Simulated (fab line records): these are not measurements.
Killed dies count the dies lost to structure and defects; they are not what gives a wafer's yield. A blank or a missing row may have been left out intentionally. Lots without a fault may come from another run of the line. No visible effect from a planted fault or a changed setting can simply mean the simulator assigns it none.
Problem report in the 8D (eight disciplines) form, filled by code | flow sky130 | the parts of the form that need people (team, actions taken, sign-off) are left out

## 1. THE ISSUE
At SKY_METAL4_SPUTTER_03, chamber-pressure-pa averages 0.4166 Pa over 2 wafers from 2 lots, while fault-free wafers read 0.4000 Pa, standard deviation 0.00082. Relative to the usual mean, that is a shift of +20 standard deviations.
The step: material Ti, target thk 5 nm, time 3.3 s.
The first sign was on wafer L837.6 at day 42 10:02, on pvd-sputter-04. The record holds 36 wafers of 12 lots with a number at this step. Rule for "out" (also "out of limits"): further than 4 standard deviations from the usual mean. The other wafers with a number count as sound.

## 2. WHAT IT IS, WHAT IT ISN'T
question                    | is                  | is not
which readings at this step | chamber-pressure-pa | throttle-valve-pct
which lots                  | L837, L838          | L830, L831, L836, L844, L845, L846, L847, L849, L850, L852
which wafers of those lots  | L837.6, L838.4      | L837.1, L837.2, L838.1, L838.6
read on which tools         | pvd-sputter-04      | pvd-sputter-01, pvd-sputter-03
when                        | from day 42 10:02   | up to then (11 sound wafers); but 23 sound wafers of L838, L844, L845, L846, L847, L849, L850, L852 came after

## 3. SUSPECTS, AND WHAT RULES EACH OUT
Counting: any tool at a process step up to the reading remains a suspect provided it ran every lot that is out. Sound lots after the first of them don't rule it out here, since some wafers of a struck lot are sound.
- pvd-sputter-04 at SKY_METAL4_SPUTTER_03 (material Ti, target thk 5 nm, time 3.3 s): kept. It ran every lot that is out, first L837 (day 42 10:02). Out on those wafers are its own readings of chamber-pressure-pa.
The count leaves pvd-sputter-04 at SKY_METAL4_SPUTTER_03.

## 4. THE CAUSE (what the simulator had put in)
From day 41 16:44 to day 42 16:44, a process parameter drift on pvd-sputter-04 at SKY_METAL4_SPUTTER_03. A move of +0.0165 in setting chamber-pressure-pa, from 0.4. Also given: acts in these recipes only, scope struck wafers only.
Counting left only this tool.

## 5. SEQUENCE OF EFFECTS, ordered by route
Each row: a reading where the mean over the struck wafers with a number is more than 3 standard deviations away from the usual. Only readings for which the record gives a usual standard deviation are gone through. hours: the time from each lot's start at the first step in this table that gives one to its start at this step, as a median over the lots. sigmas: the change in usual standard deviations.
hours | step                  | reading             | usual     | on struck wafers | change  | sigmas
0     | SKY_METAL4_SPUTTER_03 | chamber-pressure-pa | 0.4000 Pa | 0.4166           | +0.0166 | +20
Here are the process steps it includes:
- SKY_METAL4_SPUTTER_03: material Ti, target thk 5 nm, time 3.3 s.

## 6. HOW IT WOULD HAVE BEEN CAUGHT EARLIER
First out-of-limits reading in this record: day 42 10:02, which is 17 hours after fault onset at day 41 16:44.
